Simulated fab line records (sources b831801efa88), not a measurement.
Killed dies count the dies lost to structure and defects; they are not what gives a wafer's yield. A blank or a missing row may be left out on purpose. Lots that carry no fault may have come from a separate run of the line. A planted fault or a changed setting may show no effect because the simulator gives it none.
Which tool is to blame? :: flow sfq line :: Sampling: 7 lots, 20 wafers, 4 of 325 route steps

WHAT THE GAUGES SHOWED, per wafer
SFQ_M5_OVL_MEAS_932.
lot: L615
measured: day 60 11:49
on: overlay-01
M5_OVL (nm): -13 -3 -5

lot: L617
measured: day 69 23:01
on: overlay-01
M5_OVL (nm): -4 0 0

lot: L619
measured: day 70 20:21
on: overlay-01
M5_OVL (nm): -13 0 -12

lot: L626
measured: day 74 01:23
on: overlay-01
M5_OVL (nm): -5 0

lot: L632
measured: day 75 16:16
on: overlay-01
M5_OVL (nm): -14 -8 -9

lot: L635
measured: day 76 00:40
on: overlay-01
M5_OVL (nm): 7 6 8

lot: L637
measured: day 76 07:52
on: overlay-02
M5_OVL (nm): 3 4 2

TOOL THAT RAN EACH LOT (tool first, then ch and the chambers of the sampled wafers, then the start)
lot: L615
SFQ_TRILAYER_I0_CMP_CMP_028: cmp-01 ch 1,3, day 12 01:20
SFQ_TRILAYER_I0_METRO_MEASURE_029: film metro-01, day 12 04:27
SFQ_TRILAYER_I0_VIA_ETCH_VIA_ETCH_034: rie diel-01 ch 0,2,3, day 17 14:40

lot: L617
SFQ_TRILAYER_I0_CMP_CMP_028: cmp-01 ch 1,2, day 12 22:14
SFQ_TRILAYER_I0_METRO_MEASURE_029: film metro-04, day 13 00:51
SFQ_TRILAYER_I0_VIA_ETCH_VIA_ETCH_034: rie diel-04 ch 0,1,3, day 18 18:23

lot: L619
SFQ_TRILAYER_I0_CMP_CMP_028: cmp-01 ch 2,3, day 14 07:23
SFQ_TRILAYER_I0_METRO_MEASURE_029: film metro-04, day 14 10:36
SFQ_TRILAYER_I0_VIA_ETCH_VIA_ETCH_034: rie diel-03 ch 1,2, day 20 06:55

lot: L626
SFQ_TRILAYER_I0_CMP_CMP_028: cmp-01 ch 0,2, day 17 06:14
SFQ_TRILAYER_I0_METRO_MEASURE_029: film metro-01, day 17 08:52
SFQ_TRILAYER_I0_VIA_ETCH_VIA_ETCH_034: rie diel-03 ch 0,3, day 23 23:46

lot: L632
SFQ_TRILAYER_I0_CMP_CMP_028: cmp-02 ch 1,3, day 18 16:59
SFQ_TRILAYER_I0_METRO_MEASURE_029: film metro-01, day 18 20:19
SFQ_TRILAYER_I0_VIA_ETCH_VIA_ETCH_034: rie diel-04 ch 0,1,3, day 25 14:47

lot: L635
SFQ_TRILAYER_I0_CMP_CMP_028: cmp-01 ch 0,1,2, day 20 10:28
SFQ_TRILAYER_I0_METRO_MEASURE_029: film metro-02, day 20 13:47
SFQ_TRILAYER_I0_VIA_ETCH_VIA_ETCH_034: rie diel-03 ch 0,1,2, day 27 02:47

lot: L637
SFQ_TRILAYER_I0_CMP_CMP_028: cmp-02 ch 1,3, day 21 10:25
SFQ_TRILAYER_I0_METRO_MEASURE_029: film metro-02, day 21 13:14
SFQ_TRILAYER_I0_VIA_ETCH_VIA_ETCH_034: rie diel-01 ch 2,3, day 28 02:55
- SFQ_TRILAYER_I0_CMP_CMP_028: polishes SiO2.
- SFQ_TRILAYER_I0_METRO_MEASURE_029
- SFQ_TRILAYER_I0_VIA_ETCH_VIA_ETCH_034: etches SiO2 in CHF3, stops on Nb, target depth 260 nm.

THE ANSWER, worked out from the rows above alone
Rule: the usual values come from the lots themselves. The widest of any qualifying gaps counts: lots, ordered by their means at a reading, are off when they make up no more than a third of the lots, leave a main group of 4 or more, and stand apart from it by 3 or more times the standard deviation of that group's means. A main group is skipped when, at the precision printed for the reading in the tables above, its means are all equal. Also off: a lot with no number at a reading for which 4 or more lots have one. The other lots that the step has rows for count as sound.
No lot is off on any of the readings shown, so nothing can be concluded from this.

WHAT WAS PUT IN BY THE SIMULATOR
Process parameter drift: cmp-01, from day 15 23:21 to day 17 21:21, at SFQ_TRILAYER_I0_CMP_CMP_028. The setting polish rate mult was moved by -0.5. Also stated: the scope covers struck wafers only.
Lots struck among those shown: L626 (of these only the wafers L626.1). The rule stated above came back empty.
